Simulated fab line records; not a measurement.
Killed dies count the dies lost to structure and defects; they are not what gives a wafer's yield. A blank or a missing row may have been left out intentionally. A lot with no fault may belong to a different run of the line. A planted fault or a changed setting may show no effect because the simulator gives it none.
Which tool is to blame? | flow gf180mcu | 13 lots with 39 wafers sampled at 4 steps, on a route of 602 steps

== WHAT THE GAUGES SHOWED, per wafer ==
GF_TOP_METAL_CD_MEAS_14: the cd target is 440 nm.
lot  | measured     | on        | cd_nm (nm)
L751 | day 28 11:00 | cd_sem-01 | 440.4 442.2 443.5
L753 | day 28 17:10 | cd_sem-01 | 437.7 438.9 437.1
L754 | day 29 07:50 | cd_sem-01 | 436.5 437.9 438.1
L755 | day 29 12:31 | cd_sem-02 | 438.7 439.2 438.6
L756 | day 30 00:20 | cd_sem-02 | 440.3 443.2 441.2
L758 | day 30 09:17 | cd_sem-01 | 437.9 437.9 437.5
L759 | day 30 16:47 | cd_sem-02 | 437.1 436.6 439.6
L763 | day 31 22:50 | cd_sem-01 | 441.8 441.3 440.2
L765 | day 32 13:52 | cd_sem-02 | 437.6 437.3 439.6
L770 | day 33 13:37 | cd_sem-01 | 438.5 439.1 441.5
L771 | day 33 19:59 | cd_sem-01 | 434.9 436.2 436.5
L772 | day 34 01:08 | cd_sem-01 | 440.3 438.8 440.2
L774 | day 34 14:11 | cd_sem-01 | 438.5 438.2 438.7

== EACH LOT AND THE TOOL THAT RAN IT (in order: tool; ch and the chambers of the sampled wafers; start) ==
lot  | GF_V3_STRIP_18                       | GF_V5_SPUTTER_21             | GF_V5_CMP_26
L751 | plasma_asher-01 ch 0,1, day 22 14:20 | pvd_sputter-01, day 27 11:10 | cmp-02 ch 1,3, day 27 11:36
L753 | plasma_asher-02 ch 0,1, day 23 05:15 | pvd_sputter-04, day 27 23:02 | cmp-01 ch 1,2,3, day 27 23:29
L754 | plasma_asher-01 ch 0,1, day 23 16:16 | pvd_sputter-01, day 28 12:19 | cmp-01 ch 1,2,3, day 28 12:49
L755 | plasma_asher-01 ch 1, day 24 01:11   | pvd_sputter-01, day 28 16:32 | cmp-02 ch 0,2, day 28 16:59
L756 | plasma_asher-01 ch 0,1, day 24 11:46 | pvd_sputter-01, day 29 04:47 | cmp-02 ch 0,2,3, day 29 05:10
L758 | plasma_asher-01 ch 0,1, day 25 04:19 | pvd_sputter-01, day 29 14:10 | cmp-01 ch 0,1,3, day 29 14:37
L759 | plasma_asher-02 ch 0, day 25 10:47   | pvd_sputter-01, day 29 21:05 | cmp-01 ch 2,3, day 29 21:31
L763 | plasma_asher-03 ch 0,1, day 26 21:14 | pvd_sputter-01, day 31 04:40 | cmp-01 ch 0,2,3, day 31 05:07
L765 | plasma_asher-01 ch 0,1, day 27 13:41 | pvd_sputter-04, day 31 20:16 | cmp-01 ch 0,1,3, day 31 20:46
L770 | plasma_asher-01 ch 0,1, day 28 18:08 | pvd_sputter-03, day 32 20:32 | cmp-01 ch 0,1,2, day 32 20:56
L771 | plasma_asher-01 ch 0,1, day 29 05:13 | pvd_sputter-03, day 33 04:17 | cmp-02 ch 0,1,3, day 33 04:47
L772 | plasma_asher-02 ch 0,1, day 29 09:58 | pvd_sputter-03, day 33 08:52 | cmp-02 ch 1,2,3, day 33 09:16
L774 | plasma_asher-02 ch 0, day 30 03:43   | pvd_sputter-03, day 33 22:55 | cmp-01 ch 0,1,3, day 33 23:24
- GF_V3_STRIP_18: strips in O2/N2.
- GF_V5_SPUTTER_21: material Ti, target thk 15 nm, time 80.02 s.
- GF_V5_CMP_26: polishes, stops on SiO2, t overpolish 15 s, target thk 0 nm.

== WHAT THE TOOLS THEMSELVES READ (means of the sampled wafers that have a number; where no wafer has one, the mark that the record gives instead) ==
GF_V3_STRIP_18.
lot  | tool            | drypump_motor_current_A (A) | heater_power_w (W) | oes_product_au (a.u.)
L751 | plasma_asher-01 | 6.2                         | 364                | 0.596
L753 | plasma_asher-02 | 5.7                         | 335                | 0.590
L754 | plasma_asher-01 | 6.4                         | 388                | 0.596
L755 | plasma_asher-01 | 6.5                         | 411                | 0.592
L756 | plasma_asher-01 | 6.3                         | 392                | 0.594
L758 | plasma_asher-01 | 6.2                         | 358                | 0.589
L759 | plasma_asher-02 | 5.7                         | 339                | 0.595
L763 | plasma_asher-03 | 5.6                         | 390                | 0.593
L765 | plasma_asher-01 | 6.2                         | 358                | 0.594
L770 | plasma_asher-01 | 6.2                         | 362                | 0.593
L771 | plasma_asher-01 | 6.2                         | 364                | 0.593
L772 | plasma_asher-02 | 5.7                         | 338                | 0.592
L774 | plasma_asher-02 | 5.7                         | 341                | 0.590

GF_V5_SPUTTER_21.
lot  | tool           | substrate_temp_c (C) | throttle_valve_pct (%)
L751 | pvd_sputter-01 | 200.02               | 29.7
L753 | pvd_sputter-04 | 200.01               | 29.5
L754 | pvd_sputter-01 | 200.06               | 29.8
L755 | pvd_sputter-01 | 199.89               | 29.7
L756 | pvd_sputter-01 | 200.03               | 30.0
L758 | pvd_sputter-01 | 200.15               | 29.6
L759 | pvd_sputter-01 | 199.87               | 30.0
L763 | pvd_sputter-01 | 199.96               | 29.0
L765 | pvd_sputter-04 | 200.01               | 29.3
L770 | pvd_sputter-03 | 199.89               | 29.3
L771 | pvd_sputter-03 | 199.89               | 29.2
L772 | pvd_sputter-03 | 199.88               | 29.9
L774 | pvd_sputter-03 | 200.05               | 29.9

GF_V5_CMP_26.
lot  | tool   | edge_zone_pressure_frac | motor_current_A (A) | overpolish_run_s (s) | time_to_endpoint_s (s)
L751 | cmp-02 | 1.001                   | 11.8                | 15.005               | 86
L753 | cmp-01 | 1.002                   | 11.6                | 15.002               | 87
L754 | cmp-01 | 1.000                   | 11.7                | 14.997               | 79
L755 | cmp-02 | 1.004                   | 10.2                | 14.996               | 86
L756 | cmp-02 | 0.992                   | 11.1                | 15.001               | 86
L758 | cmp-01 | 1.000                   | 11.8                | 14.998               | 91
L759 | cmp-01 | 0.999                   | 10.9                | 15.002               | 85
L763 | cmp-01 | 0.999                   | 11.5                | 14.989               | 87
L765 | cmp-01 | 1.003                   | 12.0                | 14.998               | 82
L770 | cmp-01 | 0.997                   | 10.3                | 15.004               | 82
L771 | cmp-02 | 0.999                   | 11.0                | 15.008               | 84
L772 | cmp-02 | 0.998                   | 12.0                | 15.003               | 87
L774 | cmp-01 | 0.999                   | 11.8                | 15.005               | 86

== THE ANSWER, worked out from the rows above alone ==
Rule: usual is defined by the lots themselves. The widest of any qualifying gaps counts: lots, ordered by their means at a reading, are off when they make up no more than a third of the lots, leave a main group of 4 or more, and stand apart from it by 3 or more times the standard deviation of that group's means. A main group is skipped when, at the precision printed for the reading in the tables above, its means are all equal. A lot without any number at a reading at which 4 lots or more have one is off too. All remaining lots with rows at the step are treated as sound. After the gauges, taken in route order, come the tools' own readings; for these a lot's mean is taken, as printed above. At the first step where some lot is off, the reading lying furthest off is the one used; lots without a number count as furthest.
No lot is off on any of the readings shown, so nothing can be concluded from this.

== WHAT WAS PUT IN BY THE SIMULATOR ==
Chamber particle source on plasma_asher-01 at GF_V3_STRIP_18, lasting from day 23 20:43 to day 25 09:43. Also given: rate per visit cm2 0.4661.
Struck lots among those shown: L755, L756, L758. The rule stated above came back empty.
